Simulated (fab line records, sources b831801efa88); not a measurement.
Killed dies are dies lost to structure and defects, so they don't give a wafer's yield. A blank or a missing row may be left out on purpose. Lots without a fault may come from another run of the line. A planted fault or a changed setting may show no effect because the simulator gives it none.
A struck lot beside a sound one | flow sky130 | 15 steps out of a route of 708
Sound: wafers L859.2, L859.4, L859.5. Struck: wafers L869.1, L869.2, L869.3. The cause comes at the end.
At each step with rows: each side's tool, then ch and its chambers, then its first start. Under that, the readings that differ: sound wafers | struck wafers | difference of the means | sigmas: that difference in standard deviations of wafers without a fault.
alike: readings whose means differ by less than 2 such deviations, and words and numbers that are the same on both sides. not compared: withheld readings, readings that some wafer has no value for, bounds like >300 that may hide the same value, and numbers for which the record gives no deviation and whose values overlap.
The two part at a step that has a row with sigmas, a row that says differs or no value, or rows on one side only. Numbers that don't overlap but have no deviation are shown without sigmas and don't part them. A reading that every wafer of one side lacks parts them only if that side has two wafers or more.

SKY_FIELD_ISO_BOW_MEAS_00:
  sound on film_metro-04, day 1 20:01; struck on film_metro-03, day 3 22:00
  alike: INCOMING_BOW
then, 1 step without rows for these wafers: SKY_FIELD_ISO_OXIDATION_01 (stabilise 600 s, purge 300 s, target thk 12 nm).
SKY_FIELD_ISO_THK_MEAS_02:
  sound on film_metro-04, day 1 22:44; struck on film_metro-01, day 4 01:12
  alike: FIELD_ISO_OXIDATION_00_THK
then, 1 step without rows for these wafers: SKY_FIELD_ISO_CVD_03 (deposits Si3N4 from DCS/NH3, target thk 165 nm, time 2830 s).
SKY_FIELD_ISO_THK_MEAS_04:
  sound on film_metro-04, day 2 00:35; struck on film_metro-01, day 4 06:53
  alike: FIELD_ISO_CVD_03_THK
then, 7 steps without rows for these wafers: SKY_FIELD_ISO_DEHYDRATE_05 (time 60 s); SKY_FIELD_ISO_HMDS_06 (prime time 60 s); SKY_FIELD_ISO_COAT_07 (resist thk 60 nm); SKY_FIELD_ISO_COAT_08 (resist thk 450 nm); SKY_FIELD_ISO_SOFTBAKE_09 (time 90 s); SKY_FIELD_ISO_EXPOSE_10 (exposes mask FOM, target cd 150 nm); SKY_FIELD_ISO_PEB_11.
SKY_FIELD_ISO_DEVELOP_12: develop time 60 s.
  sound on litho_track-04 ch 0, day 2 15:00; struck on litho_track-01 ch 0, day 4 23:00
  reading              | sound             | struck            | difference | sigmas
  developer_temp_C (C) | 21.03 20.97 21.00 | 20.19 20.14 20.15 | -0.84      | -8
SKY_FIELD_ISO_CD_MEAS_13: target cd 150 nm.
  sound on cd_sem-02, day 2 15:53; struck on cd_sem-02, day 4 23:50
  alike: cd_nm
-- the record jumps here: 44 days lie between the struck wafers' starts before and after (it left off in module FIELD_ISO and takes up again in module PAD_OPEN, whose first step shown is number 708 of the route) --
SKY_PAD_OPEN_PROBE_99:
  sound on prober-01, day 46 09:44; struck on prober-01, day 48 22:21
  alike: killed_at_M0_to_M3, killed_at_M4_up, killed_at_contacts, killed_at_front_end, killed_at_other, killed_dies, killed_on_rim, killed_open, killed_short

WHERE THEY PART
Only at SKY_FIELD_ISO_DEVELOP_12, within this record. Later steps at which nothing parts them and some readings are alike: SKY_FIELD_ISO_CD_MEAS_13, SKY_PAD_OPEN_PROBE_99.

WHY: what the simulator had put in
Process parameter drift: litho_track-01, from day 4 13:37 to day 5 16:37, at SKY_FIELD_ISO_DEVELOP_12. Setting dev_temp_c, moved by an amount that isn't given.
